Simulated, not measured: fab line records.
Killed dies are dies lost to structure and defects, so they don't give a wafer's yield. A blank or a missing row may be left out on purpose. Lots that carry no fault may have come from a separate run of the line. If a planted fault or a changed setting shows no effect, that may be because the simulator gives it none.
Matching of chambers    flow gf180mcu    rie-diel-01 running GF_V5_ETCH_16: 4 sister chambers
The step etches BARC in N2/H2. 4 wafers are shown with their chamber, then 10 later ones without.

## WAFERS PAIRED WITH THEIR CHAMBERS
wafer   chamber  drypump-motor-current-A (A)
L086.2  2        6.3
L089.3  0        5.3
L091.1  1        4.7
L091.2  3        6.5

## WAFERS MISSING THEIR CHAMBER
wafer   drypump-motor-current-A (A)
L091.3  5.3
L094.1  6.5
L094.2  5.3
L094.6  5.3
L095.1  6.2
L095.2  5.3
L095.3  6.5
L096.1  6.2
L096.2  5.3
L096.4  4.7

## WHICH CHAMBER EACH ONE RAN IN
wafer   from the rows above  in truth
L091.3  0                    0
L094.1  3                    3
L094.2  0                    0
L094.6  0                    0
L095.1  2                    2
L095.2  0                    0
L095.3  3                    3
L096.1  2                    2
L096.2  0                    0
L096.4  1                    1
10 of 10 placed correctly. Not placeable from these rows: 0. Number placed wrongly: 0.
How it was worked out, from the rows above alone: a wafer's distance from a chamber is the root of the sum, over the readings, of the square of ((its reading less the chamber's mean) divided by the reading's scatter). The wafer belongs to the nearest chamber; if the next one is less than 2 further off, it can't be placed. A chamber's mean is the mean of its shown wafers. The scatter: with one shown wafer a chamber, the root of the mean of the squares of how far each hidden wafer lies from its nearest shown one.
